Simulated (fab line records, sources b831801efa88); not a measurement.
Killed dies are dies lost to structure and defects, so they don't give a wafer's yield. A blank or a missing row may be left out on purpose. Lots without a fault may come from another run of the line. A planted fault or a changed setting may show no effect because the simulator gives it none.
Chamber matching | flow sky130 | SKY_CAPM_CVD_00 on pecvd-04: 3 sister chambers
The step deposits SiO2, target thk 15.5 nm. 3 wafers are shown with their chamber, then 7 later ones without.

WAFERS WITH THEIR CHAMBER
wafer  | chamber | heater_power_w (W)
L082.3 | 0       | 686
L088.4 | 1       | 568
L088.5 | 2       | 720

WAFERS WITHOUT THEIR CHAMBER
wafer  | heater_power_w (W)
L088.6 | 573
L093.3 | 746
L093.4 | 602
L093.5 | 603
L096.2 | 813
L096.4 | 755
L096.6 | 574

WHICH CHAMBER EACH WENT THROUGH
wafer  | from the rows above          | in truth
L088.6 | 1                            | 1
L093.3 | can't be placed: 2 or 0      | 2
L093.4 | can't be placed: 1 or 0 or 2 | 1
L093.5 | can't be placed: 1 or 0 or 2 | 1
L096.2 | can't be placed: 2 or 0      | 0
L096.4 | can't be placed: 2 or 0      | 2
L096.6 | 1                            | 1
Placed correctly: 2 of 7. Can't be placed from these rows: 5 (the true chamber is among the candidates in 5). Placed wrongly: 0.
How it was worked out, from the rows above alone: a wafer's distance from a chamber is the root of the sum, over the readings, of the square of ((its reading less the chamber's mean) divided by the reading's scatter). The wafer belongs to the nearest chamber; if the next one is less than 2 further off, it can't be placed. A chamber's mean is the mean of its shown wafers. The scatter: with one shown wafer a chamber, the root of the mean of the squares of how far each hidden wafer lies from its nearest shown one.
